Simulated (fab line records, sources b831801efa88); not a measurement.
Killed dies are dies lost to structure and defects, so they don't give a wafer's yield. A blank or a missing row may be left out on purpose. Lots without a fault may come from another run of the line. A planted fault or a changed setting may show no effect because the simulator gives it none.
Which tool did it? | flow sky130 | 11 lots, 33 wafers sampled, at 1 step of a route of 708

WHAT THE GAUGES READ, wafer by wafer
SKY_CAP2M_OVL_MEAS_12.
lot  | measured     | on         | CAP2M_OVL (nm)
L938 | day 40 20:39 | overlay-01 | 0.6 -0.3 0.1
L939 | day 40 21:32 | overlay-01 | 0.8 2.1 -0.4
L940 | day 41 09:56 | overlay-01 | -0.5 -0.4 -0.7
L944 | day 42 12:05 | overlay-02 | 0.0 1.4 0.1
L946 | day 43 11:04 | overlay-02 | 1.8 1.0 0.2
L947 | day 43 12:32 | overlay-01 | -1.7 0.4 -0.3
L948 | day 43 19:00 | overlay-02 | 1.6 1.0 2.4
L951 | day 44 17:28 | overlay-02 | 0.4 0.8 -2.4
L952 | day 44 17:29 | overlay-01 | 0.3 0.1 0.9
L953 | day 44 22:58 | overlay-02 | 1.5 3.1 2.1
L955 | day 45 12:44 | overlay-01 | 0.0 0.4 1.7

WHICH TOOL RAN EACH LOT (tool, then ch and the chambers of the sampled wafers, then the start)
The record holds no process step before these readings.

THE ANSWER, worked out from the rows above alone
Rule: what is usual is taken from the lots themselves. Put in order of their means at a reading, lots are off if they are a third of the lots or fewer, leave a main group of 4 or more, and stand apart from it by a gap of 3 or more times the standard deviation of the main group's means; of several such gaps the widest counts. A main group whose means are all the same, to the digits that the tables above print for the reading, isn't used. A lot without any number at a reading at which 4 lots or more have one is off too. The other lots that the step has rows for count as sound.
No lot is off at any reading shown: from this, nothing can be told.

WHAT THE SIMULATOR HAD PUT IN
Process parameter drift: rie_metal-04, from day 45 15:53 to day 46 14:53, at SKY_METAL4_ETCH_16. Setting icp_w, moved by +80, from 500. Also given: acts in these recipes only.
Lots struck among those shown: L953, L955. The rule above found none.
